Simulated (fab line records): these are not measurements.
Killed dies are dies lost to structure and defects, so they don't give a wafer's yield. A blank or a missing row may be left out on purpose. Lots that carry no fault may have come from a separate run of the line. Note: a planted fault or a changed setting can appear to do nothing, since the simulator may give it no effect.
fab line records	flow sky130
record lots=12	wafers=36	last-day=50
route steps=708 shown METAL4@601 VIA4@642 PAD_OPEN@708
lots untouched by any fault: they come from a run of this same line in which no faults occurred
start-h: the number of hours between the record's first day and the start of the first shown wafer of the lot	wait-h: time in hours since the lot's previous step	" same as the row above	L1.1+2: several wafers, shown together as one row	- no value, or no start given	* or withheld: withheld	< > ~ a bound
route shown NAME@n: NAME is a module with steps in the file, n the number in the route of the first one	usual: mean/standard deviation taken from wafers without a fault	same: alike in all rows	chamber/n: place in a boat	sites: per-site readings	_std_site: how widely they spread, as a standard deviation	_edge_site: outer sites' mean less inner sites'	radius-mm: how far each site lies from the wafer's centre	mask NAME#n: copy n	behind: the most recent tool/chamber to have shaped the wafer	hold: cause of the lot's hold/its duration in hours/its outcome	device: the n, p or np transistor that did not switch	end of line: tests run on the same wafers once the route is complete	a step with no rows: only its recipe	killed: dies that structure and defects cost at the first sort, which is not the same as the wafer's yield	map: a wafer's dies, marking killed ones x, the rest . and places with no die _
set.NAME: the setting as run; set.NAME@STEP: as run at that earlier step	model.NAME: the simulator's own value behind a step, which no gauge read
one table for each step of the route and one row for each wafer, over a sample of lots
services: the hour from which a tool's chamber was out of use, counted from the record's first day as start-h (under 0 if before that day), plus the number of hours and why
## steps
# step SKY_METAL4_SPUTTER_03
# recipe material=Ti	target-thk-nm=5	power-w=3000	time-s=3.3	chamber-pressure-pa=0.4
# usual throttle-valve-pct=30.0/0.88
# same time-s=3.3
lot.wafer	tool	chamber	start-h	wait-h	throttle-valve-pct
L384.4	pvd-sputter-01	-	940.25	0.0	29.3
L384.5	"	-	"	"	29.6
L384.6	"	-	"	"	29.9
L386.1	pvd-sputter-03	-	957.36	0.0	28.8
L386.3	"	-	"	"	30.9
L386.4	"	-	"	"	30.4
L385.1	pvd-sputter-01	-	957.98	0.0	29.6
L385.4	"	-	"	"	31.0
L385.6	"	-	"	"	29.7
L387.3	pvd-sputter-01	-	967.34	0.0	31.1
L387.4	"	-	"	"	29.7
L387.6	"	-	"	"	29.6
L388.1	pvd-sputter-01	-	972.94	0.0	29.5
L388.2	"	-	"	"	30.8
L388.3	"	-	"	"	29.6
L390.3	pvd-sputter-03	-	983.76	0.0	28.7
L390.4	"	-	"	"	31.1
L390.6	"	-	"	"	30.5
L393.2	pvd-sputter-02	-	1006.16	0.0	30.1
L393.4	"	-	"	"	28.0
L393.5	"	-	"	"	30.0
L400.1	pvd-sputter-01	-	1050.10	0.0	29.9
L400.2	"	-	"	"	31.0
L400.4	"	-	"	"	29.5
L401.1	pvd-sputter-01	-	1065.70	0.0	29.9
L401.5	"	-	"	"	30.9
L401.6	"	-	"	"	29.9
L404.1	pvd-sputter-03	-	1086.62	0.0	30.2
L404.3	"	-	"	"	30.8
L404.6	"	-	"	"	28.7
L405.2	pvd-sputter-01	-	1091.76	0.0	31.0
L405.3	"	-	"	"	29.5
L405.6	"	-	"	"	29.8
L406.1	pvd-sputter-02	-	1099.61	0.0	30.0
L406.2	"	-	"	"	28.2
L406.4	"	-	"	"	30.5
# step SKY_METAL4_ETCH_17
# recipe target=SiO2	stop-on=TiN	chemistry=C4F8/O2/Ar	source-w=1500	bias-w=1200	pressure-mtorr=40	c4f8-flow-sccm=withheld	O2_flow_sccm=6	Ar_flow_sccm=300	time-s=3.9	target-depth-a=150
# usual oes-product-au=0.754/0.0066	rf-fwd-power-W=1472/8.4
# same time-s=3.9
lot.wafer	tool	chamber	start-h	wait-h	oes-product-au	rf-fwd-power-W	rf-hours-counter-h
L384.4	rie-diel-04	2	991.18	0.0	0.771	1472	-
L384.5	"	0	"	"	0.762	1461	-
L384.6	"	1	"	"	0.755	1471	-
L386.1	rie-diel-02	0	1007.57	0.1	0.757	1483	8
L386.3	"	3	"	"	0.754	1471	15
L386.4	"	2	"	"	0.754	1469	26
L385.1	rie-diel-03	1	1008.58	0.1	0.745	1487	5
L385.4	"	0	"	"	0.763	1478	9
L385.6	"	2	"	"	0.761	1460	-
L387.3	rie-diel-03	1	1016.53	0.0	0.742	1487	5
L387.4	"	3	"	"	0.763	1476	-
L387.6	"	2	"	"	0.754	1454	-
L388.1	rie-diel-04	2	1022.27	0.1	0.760	1479	10
L388.2	"	3	"	"	0.752	1478	22
L388.3	"	0	"	"	0.750	1472	19
L390.3	rie-diel-02	0	1032.42	0.0	0.749	1479	10
L390.4	"	3	"	"	0.763	1479	16
L390.6	"	2	"	"	0.762	1465	-
L393.2	rie-diel-02	0	1053.12	0.1	0.753	1483	10
L393.4	"	2	"	"	0.751	1458	28
L393.5	"	0	"	"	0.759	1484	-
L400.1	rie-diel-03	0	1093.12	0.1	0.760	1473	12
L400.2	"	1	"	"	0.755	1484	8
L400.4	"	3	"	"	0.756	1482	21
L401.1	rie-diel-04	2	1108.18	0.1	0.746	1485	13
L401.5	"	0	"	"	0.752	1469	-
L401.6	"	2	"	"	0.745	1475	-
L404.1	rie-diel-04	2	1127.93	0.1	0.751	1484	14
L404.3	"	3	"	"	0.763	1481	25
L404.6	"	3	"	"	0.759	1477	-
L405.2	rie-diel-04	1	1132.47	0.1	0.747	1466	24
L405.3	"	3	"	"	0.745	1472	25
L405.6	"	0	"	"	0.755	1467	-
L406.1	rie-diel-03	3	1140.12	0.1	0.752	1479	23
L406.2	"	0	"	"	0.748	1472	13
L406.4	"	2	"	"	0.753	1461	8
# step SKY_METAL4_STRIP_19
# recipe chemistry=O2/N2	power-w=1400	pressure-mtorr=1500	platen-temp-c=withheld	o2-flow-sccm=3000	n2-flow-sccm=300	overash-fraction=0.5
# usual chamber-pressure-mTorr=1499.8/1.4	drypump-motor-current-A=5.95/0.28	oes-product-au=0.500/0.0054	strip-time-to-endpoint-s=6.48/0.064
lot.wafer	tool	chamber	start-h	wait-h	chamber-pressure-mTorr	drypump-motor-current-A	oes-product-au	rf-hours-counter-h	strip-time-to-endpoint-s
L384.4	plasma-asher-04	0	991.40	0.1	1498.8	5.55	0.497	-	6.51
L384.5	"	0	"	"	1498.2	5.56	0.497	-	6.48
L384.6	"	1	"	"	1499.0	6.09	0.499	-	6.54
L386.1	plasma-asher-04	0	1007.94	0.3	1502.2	5.58	0.502	89	6.46
L386.3	"	0	"	"	1501.9	5.57	0.503	-	6.51
L386.4	"	1	"	"	1499.7	6.13	0.504	-	6.51
L385.1	plasma-asher-02	1	1008.95	0.3	1499.1	6.26	0.502	26	6.50
L385.4	"	1	"	"	1501.0	6.30	0.499	-	6.48
L385.6	"	1	"	"	1497.7	6.28	0.501	-	6.48
L387.3	plasma-asher-04	0	1016.94	0.2	1499.0	5.60	0.497	-	6.53
L387.4	"	1	"	"	1499.2	6.09	0.500	-	6.44
L387.6	"	0	"	"	1498.7	5.59	0.500	-	6.46
L388.1	plasma-asher-04	0	1022.46	0.1	1496.6	5.57	0.493	91	6.40
L388.2	"	1	"	"	1499.9	6.10	0.504	91	6.45
L388.3	"	1	"	"	1501.0	6.07	0.496	-	6.46
L390.3	plasma-asher-02	1	1032.65	0.1	1501.7	6.23	0.505	-	6.59
L390.4	"	0	"	"	1501.9	5.83	0.502	-	6.48
L390.6	"	0	"	"	1498.7	5.89	0.500	-	6.55
L393.2	plasma-asher-04	1	1053.49	0.2	1500.5	6.10	0.498	94	6.54
L393.4	"	0	"	"	1501.1	5.55	0.506	-	6.55
L393.5	"	0	"	"	1499.7	5.57	0.501	-	6.56
L400.1	plasma-asher-04	0	1093.31	0.1	-	-	-	-	-
L400.2	"	1	"	"	-	-	-	-	-
L400.4	"	0	"	"	-	-	-	-	-
L401.1	plasma-asher-02	0	1108.38	0.1	-	-	-	-	-
L401.5	"	0	"	"	-	-	-	-	-
L401.6	"	1	"	"	-	-	-	-	-
L404.1	plasma-asher-04	0	1128.13	0.1	1498.4	5.55	0.505	102	6.48
L404.3	"	0	"	"	1499.9	5.52	0.495	-	6.50
L404.6	"	0	"	"	1499.5	5.56	0.501	-	6.51
L405.2	plasma-asher-02	1	1132.66	0.1	1500.0	6.27	0.497	39	6.55
L405.3	"	1	"	"	1499.4	6.27	0.500	-	6.45
L405.6	"	1	"	"	1501.0	6.30	0.498	-	6.39
L406.1	plasma-asher-02	1	1140.31	0.1	1499.8	6.29	0.507	39	6.54
L406.2	"	0	"	"	1501.3	5.91	0.505	39	6.57
L406.4	"	0	"	"	1498.1	5.92	0.495	-	6.41
# step SKY_VIA4_BOW_MEAS_03
# recipe mode=bow
# usual VIA4_BOW=81/9.6
lot.wafer	tool	chamber	start-h	wait-h	VIA4_BOW[um]
L384.4	film-metro-01	-	992.55	0.3	71
L384.5	"	-	"	"	70
L384.6	"	-	"	"	86
L386.1	film-metro-01	-	1009.11	0.2	67
L386.3	"	-	"	"	80
L386.4	"	-	"	"	78
L385.1	film-metro-04	-	1010.09	0.2	82
L385.4	"	-	"	"	69
L385.6	"	-	"	"	84
L387.3	film-metro-01	-	1018.22	0.3	80
L387.4	"	-	"	"	80
L387.6	"	-	"	"	87
L388.1	film-metro-01	-	1023.62	0.1	91
L388.2	"	-	"	"	86
L388.3	"	-	"	"	82
L390.3	film-metro-04	-	1033.96	0.3	66
L390.4	"	-	"	"	64
L390.6	"	-	"	"	81
L393.2	film-metro-04	-	1054.64	0.2	81
L393.4	"	-	"	"	80
L393.5	"	-	"	"	84
L404.1	film-metro-04	-	1129.29	0.2	78
L404.3	"	-	"	"	88
L404.6	"	-	"	"	75
L405.2	film-metro-03	-	1134.14	0.1	82
L405.3	"	-	"	"	82
L405.6	"	-	"	"	80
L406.1	film-metro-03	-	1141.45	0.2	74
L406.2	"	-	"	"	81
L406.4	"	-	"	"	82
# step SKY_PAD_OPEN_PROBE_99
# usual defect-limited-yield=82.8/2	killed_at_M0_to_M3=43/6.4	killed_at_M4_up=3.1/2	killed-at-contacts=24/5.2	killed-at-front-end=15/4.3	killed-at-other=0.2/0.48	killed-dies=85/9.7	killed-on-rim=17/4.2	killed-open=47/6.9	killed-short=38/6.7	sort_bin_3_pad_short=0.9/0.48	sort_bin_5_function=10.3/1.6	sort_bin_6_memory=6.1/0.97	sort-n-pass=407/9.7	sort-yield-pct=82.8/2
# same gross-dies=492	killed-at-back-side=0	sort_bin_4_leakage[%]=0	sort_bin_8_speed[%]=0
lot.wafer	tool	chamber	start-h	wait-h	hold	defect-limited-yield[%]	killed_at_M0_to_M3	killed_at_M4_up	killed-at-contacts	killed-at-front-end	killed-at-other	killed-dies	killed-on-rim	killed-open	killed-short	sort_bin_3_pad_short[%]	sort_bin_5_function[%]	sort_bin_6_memory[%]	sort-n-pass	sort-yield-pct[%]
L384.4	prober-01	-	1088.57	0.2	-	82.5	44	3	30	9	0	86	15	49	37	0.2	11.0	6.3	406	82.5
L384.5	prober-01	-	1088.62	0.2	-	81.1	49	2	25	17	0	93	14	48	45	0.8	12.2	5.9	399	81.1
L384.6	prober-01	-	1088.67	0.2	-	81.1	47	6	23	16	1	93	19	50	43	0.2	11.8	6.9	399	81.1
L386.1	prober-02	-	1103.51	0.1	-	85.6	33	1	22	15	0	71	11	45	26	0.6	8.5	5.3	421	85.6
L386.3	prober-02	-	1103.61	0.2	-	87.2	33	1	13	16	0	63	13	31	32	0.8	7.3	4.7	429	87.2
L386.4	prober-02	-	1103.66	0.2	-	79.1	47	3	37	15	1	103	19	52	51	2.4	11.8	6.7	389	79.1
L385.1	prober-01	-	1103.90	0.1	-	80.5	53	5	27	10	1	96	25	57	39	1.6	11.8	6.1	396	80.5
L385.4	prober-01	-	1104.05	0.2	-	83.1	43	2	24	14	0	83	16	44	39	0.8	10.8	5.3	409	83.1
L385.6	prober-01	-	1104.15	0.2	-	78.3	54	2	35	15	1	107	26	61	46	1.2	14.2	6.3	385	78.3
L387.3	prober-02	-	1110.25	0.2	-	82.9	46	4	23	11	0	84	24	50	34	1.0	8.7	7.3	408	82.9
L387.4	prober-02	-	1110.30	0.2	-	80.7	53	3	25	14	0	95	18	54	41	1.0	10.6	7.7	397	80.7
L387.6	prober-02	-	1110.40	0.2	-	81.3	44	0	25	23	0	92	20	53	39	1.8	10.4	6.5	400	81.3
L388.1	prober-01	-	1113.49	0.1	-	83.5	50	0	23	8	0	81	18	55	26	1.2	11.2	4.1	411	83.5
L388.2	prober-01	-	1113.54	0.1	-	83.9	38	5	23	13	0	79	14	46	33	1.0	9.1	5.9	413	83.9
L388.3	prober-01	-	1113.59	0.2	-	81.9	46	8	25	10	0	89	19	50	39	0.8	11.2	6.1	403	81.9
L390.3	prober-01	-	1123.81	0.2	-	85.2	35	4	19	15	0	73	13	34	39	0.4	10.0	4.5	419	85.2
L390.4	prober-01	-	1123.86	0.2	-	81.5	45	4	31	11	0	91	22	55	36	0.4	11.0	7.1	401	81.5
L390.6	prober-01	-	1123.96	0.2	-	81.9	42	5	29	13	0	89	16	42	47	0.4	11.2	6.5	403	81.9
L393.2	prober-01	-	1141.71	0.1	-	83.3	36	4	24	18	0	82	15	39	43	0.2	9.6	6.9	410	83.3
L393.4	prober-01	-	1141.81	0.2	-	85.4	40	3	17	12	0	72	16	38	34	1.8	8.1	4.7	420	85.4
L393.5	prober-01	-	1141.86	0.2	-	80.9	46	0	22	24	2	94	19	48	46	1.0	10.4	7.7	398	80.9
L400.1	prober-01	-	1175.30	0.1	await-dispo/1.6h/scrap	0	46	410	21	15	0	492	96	45	39	1.6	90.2	8.1	0	0
L400.2	prober-01	-	1175.35	0.1	await-dispo/1.6h/scrap	0	35	419	21	17	0	492	96	46	32	0.6	94.1	5.3	0	0
L400.4	prober-01	-	1175.45	0.2	await-dispo/1.6h/scrap	0	43	407	31	11	0	492	96	44	43	0.6	92.7	6.7	0	0
L401.1	prober-02	-	1187.96	0.1	await-dispo/5.4h/scrap	0	38	421	23	10	0	492	96	38	34	1.0	93.7	5.3	0	0
L401.5	prober-02	-	1188.16	0.2	await-dispo/5.4h/scrap	0	53	399	24	15	1	492	96	47	47	0.8	93.7	5.5	0	0
L401.6	prober-02	-	1188.21	0.2	await-dispo/5.4h/scrap	0	36	416	27	13	0	492	96	52	28	0.8	94.3	4.9	0	0
L404.1	prober-01	-	1204.53	0.1	-	80.7	48	3	30	14	0	95	19	60	35	1.0	11.6	6.7	397	80.7
L404.3	prober-01	-	1204.63	0.2	-	83.5	43	5	25	8	0	81	19	44	37	1.2	10.6	4.7	411	83.5
L404.6	prober-01	-	1204.78	0.2	-	84.6	38	2	24	12	0	76	21	33	43	0.8	8.9	5.7	416	84.6
L405.2	prober-02	-	1207.41	0.1	-	80.5	45	5	26	20	0	96	21	52	44	1.0	11.8	6.7	396	80.5
L405.3	prober-02	-	1207.46	0.2	-	84.8	36	2	26	11	0	75	17	40	35	1.0	9.1	5.1	417	84.8
L405.6	prober-02	-	1207.61	0.2	-	82.5	36	2	29	19	0	86	14	46	40	0	10.0	7.5	406	82.5
L406.1	prober-02	-	1211.56	0.1	-	87.0	35	3	16	10	0	64	11	35	29	0.2	8.1	4.7	428	87.0
L406.2	prober-02	-	1211.61	0.1	-	83.5	41	1	26	13	0	81	15	50	31	1.6	8.1	6.7	411	83.5
L406.4	prober-02	-	1211.71	0.2	-	82.7	41	1	32	11	0	85	14	50	35	1.2	8.9	7.1	407	82.7
# killed by level:class
L384.4 VIA1:geometric-particle:open=10 LI_CONTACT:geometric-particle:open=9 CONTACT:geometric-particle:open=9 VIA2:geometric-particle:open=9 CONTACT:geometric-particle:short=8 METAL2:geometric-particle:short=7 VIA3:geometric-particle:open=5 POLY_GATE:geometric-particle:short=4
L384.5 VIA1:geometric-particle:open=14 CONTACT:geometric-particle:open=11 VIA3:geometric-particle:open=9 METAL2:geometric-particle:short=6 VIA3:geometric-particle:short=6 POLY_CUT:geometric-particle:short=5 CONTACT:geometric-particle:short=5 FIELD_ISO:geometric-particle:open=4
L384.6 VIA1:geometric-particle:open=13 CONTACT:geometric-particle:open=8 VIA1:geometric-particle:short=7 POLY_GATE:geometric-particle:short=5 CONTACT:geometric-particle:short=5 LI_CONTACT:geometric-particle:open=5 VIA2:geometric-particle:open=5 POLY_GATE:geometric-particle:open=4
L386.1 VIA1:geometric-particle:open=13 FIELD_ISO:geometric-particle:short=7 VIA2:geometric-particle:open=7 LI_CONTACT:geometric-particle:open=6 CONTACT:geometric-particle:open=6 CONTACT:geometric-particle:short=5 FIELD_ISO:geometric-particle:open=4 LOCAL_INTERCONNECT:geometric-particle:short=3
L386.3 VIA1:geometric-particle:open=7 VIA1:geometric-particle:short=6 FIELD_ISO:geometric-particle:short=5 SPACER:geometric-particle:short=5 VIA2:geometric-particle:open=5 LI_CONTACT:geometric-particle:open=4 METAL1:geometric-particle:short=4 VIA3:geometric-particle:open=4
L386.4 CONTACT:geometric-particle:open=10 LI_CONTACT:geometric-particle:open=8 VIA2:geometric-particle:open=8 VIA1:geometric-particle:open=7 LI_CONTACT:geometric-particle:short=7 VIA3:geometric-particle:open=7 CONTACT:geometric-particle:short=6 VIA3:geometric-particle:short=6
L385.1 VIA1:geometric-particle:open=16 CONTACT:geometric-particle:open=14 METAL2:geometric-particle:short=11 VIA3:geometric-particle:open=7 VIA2:geometric-particle:open=7 CONTACT:geometric-particle:short=6 LI_CONTACT:geometric-particle:open=5 POLY_GATE:geometric-particle:open=4
L385.4 VIA1:geometric-particle:open=10 CONTACT:geometric-particle:open=7 LI_CONTACT:geometric-particle:open=6 VIA1:geometric-particle:short=6 FIELD_ISO:geometric-particle:open=5 CONTACT:geometric-particle:short=5 VIA2:geometric-particle:open=5 LI_CONTACT:geometric-particle:short=4
L385.6 LI_CONTACT:geometric-particle:open=13 VIA1:geometric-particle:open=11 CONTACT:geometric-particle:open=9 VIA2:geometric-particle:open=9 VIA3:geometric-particle:open=9 POLY_GATE:geometric-particle:open=6 CONTACT:geometric-particle:short=6 LOCAL_INTERCONNECT:geometric-particle:short=5
L387.3 CONTACT:geometric-particle:open=13 VIA1:geometric-particle:open=9 VIA3:geometric-particle:open=9 METAL1:geometric-particle:short=8 FIELD_ISO:geometric-particle:open=5 VIA2:geometric-particle:open=5 METAL2:geometric-particle:short=4 METAL4:geometric-particle:short=4
L387.4 VIA1:geometric-particle:open=16 VIA2:geometric-particle:open=8 FIELD_ISO:geometric-particle:short=6 LI_CONTACT:geometric-particle:open=6 CONTACT:geometric-particle:open=6 METAL3:geometric-particle:short=6 CONTACT:geometric-particle:short=5 LOCAL_INTERCONNECT:geometric-particle:short=4
L387.6 VIA1:geometric-particle:open=10 POLY_GATE:geometric-particle:open=7 LOCAL_INTERCONNECT:geometric-particle:short=7 CONTACT:geometric-particle:open=7 LI_CONTACT:geometric-particle:open=5 VIA2:geometric-particle:open=5 VIA3:geometric-particle:open=5 FIELD_ISO:geometric-particle:short=4
L388.1 VIA1:geometric-particle:open=19 CONTACT:geometric-particle:open=11 VIA3:geometric-particle:open=8 VIA3:geometric-particle:short=6 LI_CONTACT:geometric-particle:open=5 METAL2:geometric-particle:short=5 POLY_GATE:geometric-particle:open=4 LI_CONTACT:geometric-particle:short=4
L388.2 CONTACT:geometric-particle:open=9 VIA1:geometric-particle:open=9 METAL1:geometric-particle:short=7 LI_CONTACT:geometric-particle:open=6 CONTACT:geometric-particle:short=6 VIA2:geometric-particle:open=5 POLY_GATE:geometric-particle:short=4 VIA3:geometric-particle:open=4
L388.3 VIA1:geometric-particle:open=11 CONTACT:geometric-particle:open=10 VIA2:geometric-particle:short=8 LI_CONTACT:geometric-particle:open=7 VIA3:geometric-particle:open=6 METAL4:geometric-particle:short=6 VIA2:geometric-particle:open=5 METAL1:geometric-particle:short=5
L390.3 VIA1:geometric-particle:short=7 LI_CONTACT:geometric-particle:open=7 VIA2:geometric-particle:open=6 VIA1:geometric-particle:open=5 CONTACT:geometric-particle:open=4 CONTACT:geometric-particle:short=4 VIA3:geometric-particle:open=4 METAL4:geometric-particle:short=4
L390.4 CONTACT:geometric-particle:open=14 VIA1:geometric-particle:open=12 VIA2:geometric-particle:open=9 VIA3:geometric-particle:open=8 LI_CONTACT:geometric-particle:open=7 VIA1:geometric-particle:short=6 CONTACT:geometric-particle:short=5 LOCAL_INTERCONNECT:geometric-particle:short=4
L390.6 CONTACT:geometric-particle:open=10 VIA2:geometric-particle:open=10 VIA1:geometric-particle:open=7 METAL2:geometric-particle:short=6 POLY_GATE:geometric-particle:short=5 LI_CONTACT:geometric-particle:open=5 CONTACT:geometric-particle:short=5 VIA3:geometric-particle:open=5
L393.2 LI_CONTACT:geometric-particle:open=8 VIA3:geometric-particle:open=7 VIA1:geometric-particle:short=6 CONTACT:geometric-particle:open=6 VIA1:geometric-particle:open=6 FIELD_ISO:geometric-particle:short=5 LOCAL_INTERCONNECT:geometric-particle:short=5 CONTACT:geometric-particle:short=5
L393.4 VIA3:geometric-particle:open=8 CONTACT:geometric-particle:open=7 METAL1:geometric-particle:short=6 VIA1:geometric-particle:open=6 FIELD_ISO:geometric-particle:open=4 LI_CONTACT:geometric-particle:open=4 VIA1:geometric-particle:short=4 VIA2:geometric-particle:open=4
L393.5 VIA1:geometric-particle:open=14 FIELD_ISO:geometric-particle:short=9 CONTACT:geometric-particle:short=7 POLY_GATE:geometric-particle:open=6 METAL2:geometric-particle:short=6 CONTACT:geometric-particle:open=6 LI_CONTACT:geometric-particle:open=5 VIA2:geometric-particle:open=4
L400.1 VIA4:area-hdpcvd=408 VIA1:geometric-particle:open=8 VIA3:geometric-particle:open=7 POLY_GATE:geometric-particle:open=7 VIA1:geometric-particle:short=6 VIA2:geometric-particle:open=5 CONTACT:geometric-particle:short=5 CONTACT:geometric-particle:open=5
L400.2 VIA4:area-hdpcvd=414 CONTACT:geometric-particle:open=8 VIA3:geometric-particle:open=7 VIA1:geometric-particle:open=6 FIELD_ISO:geometric-particle:open=5 LI_CONTACT:geometric-particle:open=5 VIA2:geometric-particle:open=5 METAL4:geometric-particle:short=5
L400.4 VIA4:area-hdpcvd=405 CONTACT:geometric-particle:open=13 VIA2:geometric-particle:open=11 CONTACT:geometric-particle:short=8 LI_CONTACT:geometric-particle:open=5 VIA1:geometric-particle:open=5 VIA2:geometric-particle:short=5 VIA3:geometric-particle:open=5
L401.1 VIA4:area-hdpcvd=420 VIA1:geometric-particle:open=10 VIA3:geometric-particle:open=8 CONTACT:geometric-particle:open=7 FIELD_ISO:geometric-particle:short=5 METAL1:geometric-particle:short=5 LI_CONTACT:geometric-particle:open=5 METAL2:geometric-particle:short=4
L401.5 VIA4:area-hdpcvd=398 VIA1:geometric-particle:open=13 METAL2:geometric-particle:short=13 LOCAL_INTERCONNECT:geometric-particle:short=9 VIA2:geometric-particle:open=7 FIELD_ISO:geometric-particle:short=5 CONTACT:geometric-particle:open=5 CONTACT:geometric-particle:short=4
L401.6 VIA4:area-hdpcvd=412 CONTACT:geometric-particle:open=11 VIA1:geometric-particle:open=10 LI_CONTACT:geometric-particle:open=7 VIA2:geometric-particle:open=7 VIA3:geometric-particle:short=5 POLY_GATE:geometric-particle:open=4 FIELD_ISO:geometric-particle:short=3
L404.1 LI_CONTACT:geometric-particle:open=12 VIA1:geometric-particle:open=11 CONTACT:geometric-particle:open=9 VIA2:geometric-particle:open=9 CONTACT:geometric-particle:short=8 POLY_GATE:geometric-particle:open=5 VIA1:geometric-particle:short=5 POLY_GATE:geometric-particle:short=4
L404.3 VIA1:geometric-particle:open=12 CONTACT:geometric-particle:open=9 CONTACT:geometric-particle:short=7 VIA2:geometric-particle:open=6 VIA2:geometric-particle:short=4 METAL3:geometric-particle:short=4 VIA3:geometric-particle:open=4 METAL4:geometric-particle:short=4
L404.6 VIA1:geometric-particle:open=10 LI_CONTACT:geometric-particle:open=8 CONTACT:geometric-particle:short=7 VIA2:geometric-particle:short=6 LOCAL_INTERCONNECT:geometric-particle:short=5 METAL2:geometric-particle:short=5 POLY_GATE:geometric-particle:short=4 METAL1:geometric-particle:short=4
L405.2 VIA1:geometric-particle:open=10 LI_CONTACT:geometric-particle:open=8 CONTACT:geometric-particle:open=7 LOCAL_INTERCONNECT:geometric-particle:short=6 VIA3:geometric-particle:open=6 VIA2:geometric-particle:open=6 VIA3:geometric-particle:short=6 POLY_GATE:geometric-particle:short=5
L405.3 VIA1:geometric-particle:open=8 LI_CONTACT:geometric-particle:open=8 CONTACT:geometric-particle:open=7 CONTACT:geometric-particle:short=5 VIA1:geometric-particle:short=5 VIA3:geometric-particle:open=5 FIELD_ISO:geometric-particle:short=4 LOCAL_INTERCONNECT:geometric-particle:short=4
L405.6 CONTACT:geometric-particle:open=13 VIA2:geometric-particle:open=8 VIA1:geometric-particle:short=7 VIA1:geometric-particle:open=6 POLY_GATE:geometric-particle:short=5 LI_CONTACT:geometric-particle:open=5 CONTACT:geometric-particle:short=5 VIA3:geometric-particle:open=5
L406.1 VIA1:geometric-particle:open=11 VIA2:geometric-particle:short=8 CONTACT:geometric-particle:open=5 LI_CONTACT:geometric-particle:short=4 FIELD_ISO:geometric-particle:open=3 CONTACT:geometric-particle:short=3 METAL1:geometric-particle:short=3 VIA2:geometric-particle:open=3
L406.2 CONTACT:geometric-particle:open=12 VIA1:geometric-particle:open=9 LI_CONTACT:geometric-particle:open=6 VIA2:geometric-particle:open=6 METAL1:geometric-particle:short=5 METAL2:geometric-particle:short=4 FIELD_ISO:geometric-particle:open=4 VIA3:geometric-particle:open=4
L406.4 CONTACT:geometric-particle:open=15 LI_CONTACT:geometric-particle:open=8 VIA3:geometric-particle:open=8 METAL2:geometric-particle:short=7 CONTACT:geometric-particle:short=5 METAL1:geometric-particle:short=5 VIA1:geometric-particle:open=5 VIA2:geometric-particle:open=5
## services
tool	chamber	start-h	hours	kind
rie-diel-04	3	934.55	16.0	repair
pvd-sputter-02	-	937.49	1.6	repair
rie-diel-04	0	947.99	9.5	repair
rie-diel-02	3	971.84	2.5	repair
rie-diel-04	3	989.03	6.4	repair
rie-diel-02	-	995.02	1.0	repair
pvd-sputter-03	-	997.27	1.2	repair
pvd-sputter-01	-	1000.03	7.2	repair
rie-diel-03	2	1004.32	1.4	repair
rie-diel-03	0	1011.33	5.5	repair
rie-diel-03	-	1018.14	0.6	repair
rie-diel-04	-	1024.61	2.8	pm
rie-diel-02	3	1036.68	1.8	repair
pvd-sputter-02	-	1043.53	17.0	repair
pvd-sputter-03	3	1044.10	-	consumable-replace:kit
rie-diel-04	-	1044.61	1.1	repair
pvd-sputter-01	2	1048.27	-	consumable-replace:kit
pvd-sputter-01	2	1048.27	18.0	scheduled-down
pvd-sputter-01	2	1048.27	18.0	vent-cycle
rie-diel-03	0	1062.34	5.9	repair
pvd-sputter-02	-	1080.21	1.8	repair
rie-diel-04	1	1105.93	6.3	repair
pvd-sputter-02	-	1115.63	2.2	repair
plasma-asher-02	-	1137.31	1.7	repair
## key
first-sign step=SKY_METAL4_STRIP_19	reading=tool-record	direction=missing
effect step=SKY_PAD_OPEN_PROBE_99	reading=killed_at_M4_up	direction=up	sigmas=99+	usual=3.1	struck=412
more-kills-born-at SKY_VIA4_HDPCVD_00@hdpcvd-01=2457
met-at SKY_METAL4_STRIP_19
struck-lots L400,L401
later-rows-left-out L400.1,L400.2,L400.4,L401.1,L401.5,L401.6
not-acting-at SKY_METAL4_SPUTTER_03,SKY_METAL4_ETCH_17,SKY_VIA4_BOW_MEAS_03
onset-between 1053.49 1093.31
fault kind=skipped-step-whole	tool=plasma-asher-02,plasma-asher-04	chamber=-	onset-h=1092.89	steps=SKY_METAL4_STRIP_19	scope=struck-lots-only
# later-rows-left-out: the simulator's readings of these wafers behind a module that went badly wrong aren't trusted and aren't shown, but for the sort
